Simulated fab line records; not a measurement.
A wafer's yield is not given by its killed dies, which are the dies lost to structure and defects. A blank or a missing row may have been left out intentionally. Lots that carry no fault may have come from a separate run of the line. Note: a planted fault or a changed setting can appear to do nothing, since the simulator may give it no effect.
Comparing a struck lot with a sound one    flow gf180mcu    21 steps out of a route of 602
Sound: the wafers L764.3, L764.4, L764.6. Wafers struck: L767.1, L767.3, L767.5. The cause comes at the end.
Per side, at each step with rows, come the tool, then ch with its chambers, and then its first start. Under that, the readings that differ: sound wafers    struck wafers    difference of the means    sigmas: that difference in standard deviations of wafers without a fault.
alike: words and numbers the same on both sides, and readings whose means are apart by under 2 such deviations; not compared: readings that were withheld, readings missing a value for some wafer, numbers with overlapping values and no deviation given by the record, and bounds like >300 which may hide the same value.
Wherever a step has rows on one side only, a row that says differs or no value, or a row with sigmas, the two part there. Numbers that don't overlap but have no deviation are shown without sigmas and don't part them. A reading that every wafer of one side lacks parts them only if that side has two wafers or more.

first, 3 steps without rows for these wafers: GF_NWELL_EXPOSE_04 (exposes mask Nwell, target cd 860 nm); GF_NWELL_PEB_05; GF_NWELL_DEVELOP_06 (develop time 60 s).
GF_NWELL_OVL_MEAS_07:
  sound on overlay-02 at day 3 13:18; struck on overlay-02 at day 4 07:32
reading         sound          struck       difference  sigmas
NWELL_OVL (nm)  -0.3 0.6 -0.6  4.0 2.9 3.7  +3.6        +3
then, 2 steps without rows for these wafers: GF_NWELL_IMPLANT_08; GF_NWELL_IMPLANT_09.
GF_NWELL_STRIP_10: strips in O2/N2.
  sound on plasma asher-03 ch 0,1, day 3 13:40; struck on plasma asher-03 ch 0, day 4 07:52
  alike: drypump motor current A, heater power w, oes product au, strip time to endpoint s
  not compared: rf hours counter h
GF_NWELL_TW_MEAS_11:
  sound on film metro-03 at day 3 13:44; struck on film metro-03 at day 4 07:58
  alike: NWELL_TW
then, 4 steps without rows for these wafers: GF_LVPWELL_DEHYDRATE_00 (time 60 s); GF_LVPWELL_HMDS_01 (prime time 60 s); GF_LVPWELL_COAT_02 (resist thk 3000 nm); GF_LVPWELL_SOFTBAKE_03.
GF_LVPWELL_EXPOSE_04: exposes mask LVPWELL, target cd 600 nm.
  sound on iline stepper-01 ch 0, day 3 19:44; struck on iline stepper-01 ch 0, day 4 14:34
reading  sound                          struck                difference  sigmas
mask     LVPWELL#0 LVPWELL#0 LVPWELL#0  MVSD#0 MVSD#0 MVSD#0  differs     
then, 2 steps without rows for these wafers: GF_LVPWELL_PEB_05; GF_LVPWELL_DEVELOP_06 (develop time 60 s).
GF_LVPWELL_OVL_MEAS_07:
  sound on overlay-01 at day 4 02:03; struck on overlay-01 at day 4 21:53
reading           sound          struck  difference                     sigmas
LVPWELL_OVL (nm)  -0.1 0.1 -0.4  - - -   no value on the struck wafers  
then, 2 steps without rows for these wafers: GF_LVPWELL_IMPLANT_08; GF_LVPWELL_IMPLANT_09.
GF_LVPWELL_STRIP_10: strips in O2/N2.
  sound on plasma asher-03 ch 0,1, day 4 02:25; struck on plasma asher-03 ch 1, day 4 22:13
  alike: drypump motor current A, heater power w, oes product au, strip time to endpoint s
  not compared: rf hours counter h
GF_LVPWELL_TW_MEAS_11:
  sound on film metro-04 at day 4 02:30; struck on film metro-03 at day 4 22:33
reading     sound              struck          difference  sigmas
LVPWELL_TW  562.8 564.2 564.7  29.9 30.0 30.0  -533.9      -99 or more
  not compared: hold
GF_PASSIVATION_PROBE_99:
  sound wafers here have rows in the record (prober-02, day 29 03:46); struck ones have none

## WHERE THEY PART
First at GF_NWELL_OVL_MEAS_07; last, within this record, at GF_PASSIVATION_PROBE_99.

WHY: the cause the simulator had injected
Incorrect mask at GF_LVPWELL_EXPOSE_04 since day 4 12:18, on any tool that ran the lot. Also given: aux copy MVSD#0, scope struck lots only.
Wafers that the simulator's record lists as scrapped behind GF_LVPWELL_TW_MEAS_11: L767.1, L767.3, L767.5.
